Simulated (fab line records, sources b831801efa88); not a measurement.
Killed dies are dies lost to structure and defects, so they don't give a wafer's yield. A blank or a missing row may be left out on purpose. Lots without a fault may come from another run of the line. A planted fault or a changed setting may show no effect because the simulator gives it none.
A struck lot beside a sound one | flow sfq_line | 18 steps out of a route of 325
Sound: wafers L845.1, L845.3, L845.6. Struck: wafers L856.1, L856.5, L856.6. The cause comes at the end.
At each step with rows: each side's tool, then ch and its chambers, then its first start. Under that, the readings that differ: sound wafers | struck wafers | difference of the means | sigmas: that difference in standard deviations of wafers without a fault.
alike: readings whose means differ by less than 2 such deviations, and words and numbers that are the same on both sides. not compared: withheld readings, readings that some wafer has no value for, bounds like >300 that may hide the same value, and numbers for which the record gives no deviation and whose values overlap.
The two part at a step that has a row with sigmas, a row that says differs or no value, or rows on one side only. Numbers that don't overlap but have no deviation are shown without sigmas and don't part them. A reading that every wafer of one side lacks parts them only if that side has two wafers or more.

first, 2 steps without rows for these wafers: SFQ_TRILAYER_I4_VIA_STRIP_SOLV_CLEAN_108 (cleans in NMP, time 600 s); SFQ_TRILAYER_JJ_TRILAYER_DEP_PRE_CLEAN_113 (time 22.5 s).
SFQ_TRILAYER_JJ_TRILAYER_DEP_SPUTTER_109: material Nb, target thk 150 nm, time 100 s.
  sound on pvd_sputter-05, day 57 10:28; struck on pvd_sputter-03, day 61 03:08
  alike: throttle_valve_pct
SFQ_TRILAYER_JJ_TRILAYER_DEP_SPUTTER_110: material Al, target thk 8 nm, time 10 s.
  sound on pvd_sputter-05, day 57 10:32; struck on pvd_sputter-03, day 61 03:13
  alike: throttle_valve_pct
then, 1 step without rows for these wafers: SFQ_TRILAYER_JJ_TRILAYER_DEP_AL_OXIDATION_111 (oxidation time 600 s).
SFQ_TRILAYER_JJ_TRILAYER_DEP_SPUTTER_112: material Nb, target thk 170 nm, time 113.3 s.
  sound on pvd_sputter-05, day 57 11:33; struck on pvd_sputter-03, day 61 04:14
  alike: throttle_valve_pct
SFQ_JJ_RS_MEAS_929: measures by four-point-probe.
  sound on film_metro-04, day 57 11:38; struck on film_metro-02, day 61 04:19
  alike: JJ_NB_RS
then, 4 steps without rows for these wafers: SFQ_TRILAYER_JJ_CE_LITHO_COAT_119 (resist thk 62 nm); SFQ_TRILAYER_JJ_CE_LITHO_COAT_114 (resist thk 600 nm); SFQ_TRILAYER_JJ_CE_LITHO_SOFTBAKE_118; SFQ_TRILAYER_JJ_CE_LITHO_EXPOSE_115 (exposes mask J5, target cd 700 nm).
-- the record jumps here: 5 days lie between the struck wafers' starts before and after --
SFQ_TRILAYER_JJ_CE_LITHO_PEB_117: peb time 58.8 s.
  sound on litho_track-02 ch 0, day 62 11:18; struck on litho_track-01 ch 0, day 66 10:43
  reading                  | sound                | struck               | difference | sigmas
  heater_power_total_W (W) | 79.67 79.69 79.75    | 73.74 73.87 73.71    | -5.93      | -90
  plate_temp_C (C)         | 114.93 115.00 115.23 | 108.43 108.43 108.33 | -6.66      | -48
then, 1 step without rows for these wafers: SFQ_TRILAYER_JJ_CE_LITHO_DEVELOP_116 (time 60 s).
SFQ_JJ_OVL_MEAS_931:
  sound on overlay-01, day 62 11:36; struck on overlay-01, day 66 11:01
  alike: J5_OVL
SFQ_TRILAYER_JJ_CE_METRO_MEASURE_117:
  sound on cd_sem-02, day 62 11:38; struck on cd_sem-01, day 66 11:04
  reading    | sound             | struck            | difference | sigmas
  cd_nm (nm) | 702.6 704.1 703.1 | 866.1 865.9 865.3 | +162.5     | +99 or more
SFQ_TRILAYER_JJ_CE_BARC_OPEN_RIE_150: chemistry O2, target BARC, target depth 240 nm, time 80 s.
  sound on rie_metal-02 ch 1, day 62 12:50; struck on rie_metal-03 ch 0,1, day 66 12:16
  reading             | sound           | struck            | difference | sigmas
  model.JJ.cd_nm (nm) | 702.7 704 704.4 | 866.1 866.3 865.4 | +162.2     |
  alike: bias_w, drypump_motor_current_A, he_backside_leak_sccm, oes_product_au
  not compared: rf_hours_counter_h
SFQ_TRILAYER_JJ_CE_ETCH_RIE_118: chemistry SF6, target Nb, stops on Al2O3, time 97.7 s, target depth 170 nm.
  sound on rie_metal-02 ch 1, day 62 12:56; struck on rie_metal-03 ch 0,1, day 66 12:21
  reading             | sound             | struck          | difference | sigmas
  model.JJ.cd_nm (nm) | 702.6 703.9 705.1 | 865.9 866 864.8 | +161.7     |
  alike: bias_w, drypump_motor_current_A, he_backside_leak_sccm, oes_product_au
  not compared: rf_hours_counter_h
then, 1 step without rows for these wafers: SFQ_TRILAYER_JJ_ANODIZE_ANODIZE_119.

WHERE THEY PART
First at SFQ_TRILAYER_JJ_CE_LITHO_PEB_117; last, within this record, at SFQ_TRILAYER_JJ_CE_METRO_MEASURE_117. Later steps at which nothing parts them and some readings are alike: SFQ_TRILAYER_JJ_CE_BARC_OPEN_RIE_150, SFQ_TRILAYER_JJ_CE_ETCH_RIE_118.

WHY: what the simulator had put in
Process parameter drift: litho_track-01, from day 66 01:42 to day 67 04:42, at SFQ_TRILAYER_JJ_CE_LITHO_PEB_117. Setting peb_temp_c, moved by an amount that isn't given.
